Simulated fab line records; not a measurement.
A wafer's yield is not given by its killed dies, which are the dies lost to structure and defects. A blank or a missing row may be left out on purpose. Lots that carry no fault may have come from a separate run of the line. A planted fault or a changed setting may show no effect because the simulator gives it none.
Which tool was responsible? / flow sky130 / Sampling: 15 lots, 45 wafers, 5 of 708 route steps

WHAT THE GAUGES READ, wafer by wafer
SKY_NWELL_RS_MEAS_29: measurement is done with a four-point probe.
lot=L103; measured=day 5 13:59; on=film metro-02; NWELL_RS (ohm/sq)=626.2 625.1 625.1
lot=L104; measured=day 5 18:53; on=film metro-01; NWELL_RS (ohm/sq)=623.2 622.7 624.2
lot=L105; measured=day 6 00:26; on=film metro-02; NWELL_RS (ohm/sq)=625.5 623.8 625.0
lot=L106; measured=day 6 07:50; on=film metro-02; NWELL_RS (ohm/sq)=624.7 623.4 622.4
lot=L107; measured=day 6 11:56; on=film metro-01; NWELL_RS (ohm/sq)=624.6 625.1 624.0
lot=L109; measured=day 7 03:28; on=film metro-03; NWELL_RS (ohm/sq)=623.6 624.4 623.0
lot=L110; measured=day 7 08:05; on=film metro-02; NWELL_RS (ohm/sq)=625.5 624.8 624.0
lot=L111; measured=day 7 18:39; on=film metro-01; NWELL_RS (ohm/sq)=625.5 624.1 623.7
lot=L115; measured=day 8 15:56; on=film metro-02; NWELL_RS (ohm/sq)=132.9 132.8 133.1
lot=L116; measured=day 8 17:23; on=film metro-03; NWELL_RS (ohm/sq)=133.2 132.9 133.3
lot=L117; measured=day 9 10:14; on=film metro-02; NWELL_RS (ohm/sq)=132.9 133.0 132.8
lot=L119; measured=day 9 19:20; on=film metro-02; NWELL_RS (ohm/sq)=624.1 622.8 623.8
lot=L122; measured=day 10 08:02; on=film metro-02; NWELL_RS (ohm/sq)=623.6 622.5 622.8
lot=L123; measured=day 10 16:37; on=film metro-03; NWELL_RS (ohm/sq)=626.9 626.9 627.3
lot=L124; measured=day 10 20:25; on=film metro-01; NWELL_RS (ohm/sq)=622.9 625.8 623.3

SKY_POLY_GATE_CD_MEAS_22.
lot=L103; measured=day 16 20:46; on=cd sem-02; cd nm (nm)=149.7 151.2 150.8
lot=L104; measured=day 16 23:38; on=cd sem-01; cd nm (nm)=151.6 146.8 146.4
lot=L105; measured=day 17 11:38; on=cd sem-02; cd nm (nm)=150.4 151.1 149.7
lot=L106; measured=day 17 16:55; on=cd sem-02; cd nm (nm)=151.4 149.3 150.7
lot=L107; measured=day 18 00:13; on=cd sem-02; cd nm (nm)=146.4 145.9 150.6
lot=L109; measured=day 19 07:02; on=cd sem-01; cd nm (nm)=151.6 150.4 152.4
lot=L110; measured=day 19 09:42; on=cd sem-01; cd nm (nm)=148.1 153.2 147.6
lot=L111; measured=day 20 03:41; on=cd sem-02; cd nm (nm)=147.7 150.6 147.8
lot=L119; measured=day 23 02:20; on=cd sem-01; cd nm (nm)=149.2 147.4 150.0
lot=L122; measured=day 23 16:51; on=cd sem-01; cd nm (nm)=152.3 157.1 151.4
lot=L123; measured=day 24 01:14; on=cd sem-01; cd nm (nm)=153.1 145.3 147.4
lot=L124; measured=day 24 11:05; on=cd sem-02; cd nm (nm)=150.6 149.3 147.1

WHAT TOOL EACH LOT RAN ON (gives the tool, then ch and the chambers of the sampled wafers, and finally the start)
lot=L103; SKY_NWELL_RTA_28=rtp anneal-02 ch 0, day 5 13:53; SKY_VT_ADJUST_HVTR_STRIP_10=plasma asher-04 ch 0,1, day 9 17:39; SKY_SONOS_ONO_STRIP_17=plasma asher-04 ch 0,1, day 12 23:06
lot=L104; SKY_NWELL_RTA_28=rtp anneal-02 ch 0, day 5 18:47; SKY_VT_ADJUST_HVTR_STRIP_10=plasma asher-02 ch 0,1, day 9 23:32; SKY_SONOS_ONO_STRIP_17=plasma asher-01 ch 0, day 13 04:05
lot=L105; SKY_NWELL_RTA_28=rtp anneal-02 ch 0, day 6 00:20; SKY_VT_ADJUST_HVTR_STRIP_10=plasma asher-04 ch 0,1, day 10 05:06; SKY_SONOS_ONO_STRIP_17=plasma asher-04 ch 0,1, day 13 11:14
lot=L106; SKY_NWELL_RTA_28=rtp anneal-02 ch 0, day 6 07:44; SKY_VT_ADJUST_HVTR_STRIP_10=plasma asher-02 ch 0,1, day 10 14:38; SKY_SONOS_ONO_STRIP_17=plasma asher-04 ch 0,1, day 13 19:19
lot=L107; SKY_NWELL_RTA_28=rtp anneal-01 ch 0, day 6 11:50; SKY_VT_ADJUST_HVTR_STRIP_10=plasma asher-03 ch 0,1, day 10 19:53; SKY_SONOS_ONO_STRIP_17=plasma asher-02 ch 0,1, day 14 02:14
lot=L109; SKY_NWELL_RTA_28=rtp anneal-01 ch 0, day 7 03:21; SKY_VT_ADJUST_HVTR_STRIP_10=plasma asher-02 ch 0,1, day 11 15:12; SKY_SONOS_ONO_STRIP_17=plasma asher-04 ch 0,1, day 15 05:10
lot=L110; SKY_NWELL_RTA_28=rtp anneal-01 ch 0, day 7 07:58; SKY_VT_ADJUST_HVTR_STRIP_10=plasma asher-02 ch 0,1, day 11 21:08; SKY_SONOS_ONO_STRIP_17=plasma asher-01 ch 0,1, day 15 07:56
lot=L111; SKY_NWELL_RTA_28=rtp anneal-01 ch 0, day 7 18:32; SKY_VT_ADJUST_HVTR_STRIP_10=plasma asher-04 ch 0,1, day 12 11:35; SKY_SONOS_ONO_STRIP_17=plasma asher-04 ch 0,1, day 15 22:59
lot=L115; SKY_NWELL_RTA_28=rtp anneal-01, day 8 15:50; SKY_VT_ADJUST_HVTR_STRIP_10=-; SKY_SONOS_ONO_STRIP_17=-
lot=L116; SKY_NWELL_RTA_28=rtp anneal-01, day 8 17:16; SKY_VT_ADJUST_HVTR_STRIP_10=-; SKY_SONOS_ONO_STRIP_17=-
lot=L117; SKY_NWELL_RTA_28=rtp anneal-02, day 9 10:08; SKY_VT_ADJUST_HVTR_STRIP_10=-; SKY_SONOS_ONO_STRIP_17=-
lot=L119; SKY_NWELL_RTA_28=rtp anneal-01 ch 0, day 9 19:13; SKY_VT_ADJUST_HVTR_STRIP_10=plasma asher-03 ch 0,1, day 14 22:41; SKY_SONOS_ONO_STRIP_17=plasma asher-01 ch 0,1, day 18 20:26
lot=L122; SKY_NWELL_RTA_28=rtp anneal-01 ch 0, day 10 07:56; SKY_VT_ADJUST_HVTR_STRIP_10=plasma asher-02 ch 0,1, day 15 12:59; SKY_SONOS_ONO_STRIP_17=plasma asher-02 ch 0,1, day 19 12:20
lot=L123; SKY_NWELL_RTA_28=rtp anneal-02 ch 0, day 10 16:31; SKY_VT_ADJUST_HVTR_STRIP_10=plasma asher-02 ch 0,1, day 15 23:18; SKY_SONOS_ONO_STRIP_17=plasma asher-02 ch 0, day 19 20:03
lot=L124; SKY_NWELL_RTA_28=rtp anneal-01 ch 0, day 10 20:18; SKY_VT_ADJUST_HVTR_STRIP_10=plasma asher-02 ch 0,1, day 16 06:00; SKY_SONOS_ONO_STRIP_17=plasma asher-02 ch 0,1, day 20 07:15
- SKY_NWELL_RTA_28: time 30 s.
- SKY_VT_ADJUST_HVTR_STRIP_10: strips in O2/N2.
- SKY_SONOS_ONO_STRIP_17: strips in O2/N2.

AS READ BY THE TOOLS THEMSELVES (means over the sampled wafers that have a number; for cases with no such wafer, the mark the record gives instead)
SKY_NWELL_RTA_28.
lot=L103; tool=rtp anneal-02; anneal temp c max=1055.5; chamber o2 ppm=1.994; lamp power pct (%)=25.30; wafer_temp_C_max=1055.2
lot=L104; tool=rtp anneal-02; anneal temp c max=1055.0; chamber o2 ppm=2.001; lamp power pct (%)=25.29; wafer_temp_C_max=1054.9
lot=L105; tool=rtp anneal-02; anneal temp c max=1054.6; chamber o2 ppm=2.010; lamp power pct (%)=25.26; wafer_temp_C_max=1055.1
lot=L106; tool=rtp anneal-02; anneal temp c max=1054.2; chamber o2 ppm=2.026; lamp power pct (%)=25.32; wafer_temp_C_max=1054.8
lot=L107; tool=rtp anneal-01; anneal temp c max=1056.0; chamber o2 ppm=1.982; lamp power pct (%)=25.31; wafer_temp_C_max=1055.5
lot=L109; tool=rtp anneal-01; anneal temp c max=1053.8; chamber o2 ppm=2.000; lamp power pct (%)=25.32; wafer_temp_C_max=1054.8
lot=L110; tool=rtp anneal-01; anneal temp c max=1054.6; chamber o2 ppm=2.010; lamp power pct (%)=25.32; wafer_temp_C_max=1053.8
lot=L111; tool=rtp anneal-01; anneal temp c max=1054.0; chamber o2 ppm=1.987; lamp power pct (%)=25.33; wafer_temp_C_max=1055.3
lot=L115; tool=rtp anneal-01; anneal temp c max=-; chamber o2 ppm=-; lamp power pct (%)=-; wafer_temp_C_max=-
lot=L116; tool=rtp anneal-01; anneal temp c max=-; chamber o2 ppm=-; lamp power pct (%)=-; wafer_temp_C_max=-
lot=L117; tool=rtp anneal-02; anneal temp c max=-; chamber o2 ppm=-; lamp power pct (%)=-; wafer_temp_C_max=-
lot=L119; tool=rtp anneal-01; anneal temp c max=1055.5; chamber o2 ppm=2.004; lamp power pct (%)=25.29; wafer_temp_C_max=1055.2
lot=L122; tool=rtp anneal-01; anneal temp c max=1054.1; chamber o2 ppm=2.007; lamp power pct (%)=25.23; wafer_temp_C_max=1055.6
lot=L123; tool=rtp anneal-02; anneal temp c max=1054.3; chamber o2 ppm=1.989; lamp power pct (%)=25.35; wafer_temp_C_max=1054.1
lot=L124; tool=rtp anneal-01; anneal temp c max=1055.0; chamber o2 ppm=2.036; lamp power pct (%)=25.36; wafer_temp_C_max=1056.3

SKY_VT_ADJUST_HVTR_STRIP_10.
lot=L103; tool=plasma asher-04; chamber pressure mTorr (mTorr)=1500.5; drypump motor current A (A)=5.5; oes product au (a.u.)=0.716; strip time to endpoint s (s)=14.14
lot=L104; tool=plasma asher-02; chamber pressure mTorr (mTorr)=1500.3; drypump motor current A (A)=5.0; oes product au (a.u.)=0.709; strip time to endpoint s (s)=14.21
lot=L105; tool=plasma asher-04; chamber pressure mTorr (mTorr)=1501.2; drypump motor current A (A)=5.5; oes product au (a.u.)=0.716; strip time to endpoint s (s)=14.16
lot=L106; tool=plasma asher-02; chamber pressure mTorr (mTorr)=1499.3; drypump motor current A (A)=5.1; oes product au (a.u.)=0.711; strip time to endpoint s (s)=14.15
lot=L107; tool=plasma asher-03; chamber pressure mTorr (mTorr)=1500.1; drypump motor current A (A)=6.1; oes product au (a.u.)=0.715; strip time to endpoint s (s)=14.19
lot=L109; tool=plasma asher-02; chamber pressure mTorr (mTorr)=1500.9; drypump motor current A (A)=5.1; oes product au (a.u.)=0.716; strip time to endpoint s (s)=14.19
lot=L110; tool=plasma asher-02; chamber pressure mTorr (mTorr)=1500.0; drypump motor current A (A)=5.0; oes product au (a.u.)=0.715; strip time to endpoint s (s)=14.20
lot=L111; tool=plasma asher-04; chamber pressure mTorr (mTorr)=1500.0; drypump motor current A (A)=5.5; oes product au (a.u.)=0.718; strip time to endpoint s (s)=14.18
lot=L119; tool=plasma asher-03; chamber pressure mTorr (mTorr)=1501.1; drypump motor current A (A)=5.8; oes product au (a.u.)=0.713; strip time to endpoint s (s)=14.16
lot=L122; tool=plasma asher-02; chamber pressure mTorr (mTorr)=1499.2; drypump motor current A (A)=5.0; oes product au (a.u.)=0.718; strip time to endpoint s (s)=14.15
lot=L123; tool=plasma asher-02; chamber pressure mTorr (mTorr)=1500.5; drypump motor current A (A)=5.0; oes product au (a.u.)=0.714; strip time to endpoint s (s)=14.18
lot=L124; tool=plasma asher-02; chamber pressure mTorr (mTorr)=1500.5; drypump motor current A (A)=5.1; oes product au (a.u.)=0.715; strip time to endpoint s (s)=14.19

SKY_SONOS_ONO_STRIP_17.
lot=L103; tool=plasma asher-04; chamber pressure mTorr (mTorr)=1498.4; drypump motor current A (A)=5.53; oes product au (a.u.)=0.708; strip time to endpoint s (s)=14.03
lot=L104; tool=plasma asher-01; chamber pressure mTorr (mTorr)=1500.4; drypump motor current A (A)=5.90; oes product au (a.u.)=0.711; strip time to endpoint s (s)=14.03
lot=L105; tool=plasma asher-04; chamber pressure mTorr (mTorr)=1501.1; drypump motor current A (A)=5.52; oes product au (a.u.)=0.711; strip time to endpoint s (s)=14.12
lot=L106; tool=plasma asher-04; chamber pressure mTorr (mTorr)=1500.0; drypump motor current A (A)=5.52; oes product au (a.u.)=0.712; strip time to endpoint s (s)=14.04
lot=L107; tool=plasma asher-02; chamber pressure mTorr (mTorr)=1499.7; drypump motor current A (A)=5.07; oes product au (a.u.)=0.711; strip time to endpoint s (s)=14.12
lot=L109; tool=plasma asher-04; chamber pressure mTorr (mTorr)=1500.6; drypump motor current A (A)=5.55; oes product au (a.u.)=0.713; strip time to endpoint s (s)=14.09
lot=L110; tool=plasma asher-01; chamber pressure mTorr (mTorr)=1500.2; drypump motor current A (A)=5.51; oes product au (a.u.)=0.711; strip time to endpoint s (s)=14.10
lot=L111; tool=plasma asher-04; chamber pressure mTorr (mTorr)=1499.4; drypump motor current A (A)=5.55; oes product au (a.u.)=0.711; strip time to endpoint s (s)=14.12
lot=L119; tool=plasma asher-01; chamber pressure mTorr (mTorr)=1498.7; drypump motor current A (A)=5.53; oes product au (a.u.)=0.707; strip time to endpoint s (s)=14.12
lot=L122; tool=plasma asher-02; chamber pressure mTorr (mTorr)=1500.6; drypump motor current A (A)=5.07; oes product au (a.u.)=0.708; strip time to endpoint s (s)=14.14
lot=L123; tool=plasma asher-02; chamber pressure mTorr (mTorr)=1498.1; drypump motor current A (A)=5.08; oes product au (a.u.)=0.711; strip time to endpoint s (s)=14.13
lot=L124; tool=plasma asher-02; chamber pressure mTorr (mTorr)=1498.8; drypump motor current A (A)=5.05; oes product au (a.u.)=0.709; strip time to endpoint s (s)=14.13

THE ANSWER, worked out from the rows above alone
Rule: the lots themselves supply what counts as usual. The widest of any qualifying gaps counts: lots, ordered by their means at a reading, are off when they make up no more than a third of the lots, leave a main group of 4 or more, and stand apart from it by 3 or more times the standard deviation of that group's means. Not used: any main group whose means are identical at the precision the tables above print for the reading. A lot without any number at a reading at which 4 lots or more have one is off too. All remaining lots with rows at the step are treated as sound. Order of review: gauges by route order, followed by the tools' own readings, for which a lot's mean as printed above is used. The first step at which some lot is off is used, and at that step the reading that is off furthest; a lot without a number counts as furthest.
Off: L115, L116, L117, seen at SKY_NWELL_RS_MEAS_29 (NWELL_RS). Mean 624.3 ohm/sq and standard deviation 1.1 in the main group.
If a tool, at a process step before that reading, ran all the lots that are off and no sound lot after the first of them, it fits. The gauges at SKY_NWELL_RS_MEAS_29 aren't tried: what is off there is off at SKY_NWELL_RTA_28 too, on other tools, and a gauge's error can't cause that. No candidate that was tried fits.

WHAT WAS PUT IN BY THE SIMULATOR
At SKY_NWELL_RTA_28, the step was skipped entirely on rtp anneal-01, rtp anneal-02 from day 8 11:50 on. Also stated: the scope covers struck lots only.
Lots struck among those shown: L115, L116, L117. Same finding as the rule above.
